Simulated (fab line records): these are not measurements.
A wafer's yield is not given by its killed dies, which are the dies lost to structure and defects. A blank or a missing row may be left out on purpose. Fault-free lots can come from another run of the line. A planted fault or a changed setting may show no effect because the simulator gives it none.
Matching of chambers ; flow sfqLine ; cmp-01 running SFQ_TRILAYER_I6_CMP_CMP_166: 4 sister chambers
The step polishes SiO2. 7 wafers are shown with their chamber, then 7 later ones without.

WAFERS, EACH WITH ITS CHAMBER
wafer;chamber;motorCurrentA (A);platenRpm (rpm)
L119.2;0;8.8;59.98
L119.4;1;9.8;59.94
L119.6;1;10.1;59.96
L129.5;2;10.0;60.10
L129.6;3;10.8;59.99
L130.1;3;10.3;59.99
L130.4;2;9.7;60.03

WAFERS WITH NO CHAMBER GIVEN
wafer;motorCurrentA (A);platenRpm (rpm)
L130.5;9.9;59.96
L135.1;8.9;59.99
L135.4;9.6;60.00
L135.6;9.1;59.99
L136.1;9.1;59.98
L136.2;10.3;60.01
L136.6;9.8;60.01

CHAMBER TAKEN BY EACH
wafer;from the rows above;in truth
L130.5;1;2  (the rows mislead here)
L135.1;0;0
L135.4;can't be placed: 1 or 2 or 0 or 3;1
L135.6;0;0
L136.1;0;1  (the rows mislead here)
L136.2;can't be placed: 3 or 1 or 2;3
L136.6;can't be placed: 2 or 1 or 3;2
Correct placement for 2 of the 7. Can't be placed from these rows: 3 (the true chamber is among the candidates in 3). Wrongly placed: 2.
How it was worked out, from the rows above alone: a wafer's distance from a chamber is the root of the sum, over the readings, of the square of ((its reading less the chamber's mean) divided by the reading's scatter). If the next closest chamber is less than 2 further off than the closest, the wafer can't be placed; otherwise it belongs to the closest. Each chamber's mean is taken over the wafers shown for it. The scatter is the square root of a quotient: the sum, over the shown wafers, of each reading's squared deviation from its chamber's mean, divided by wafers minus chambers.
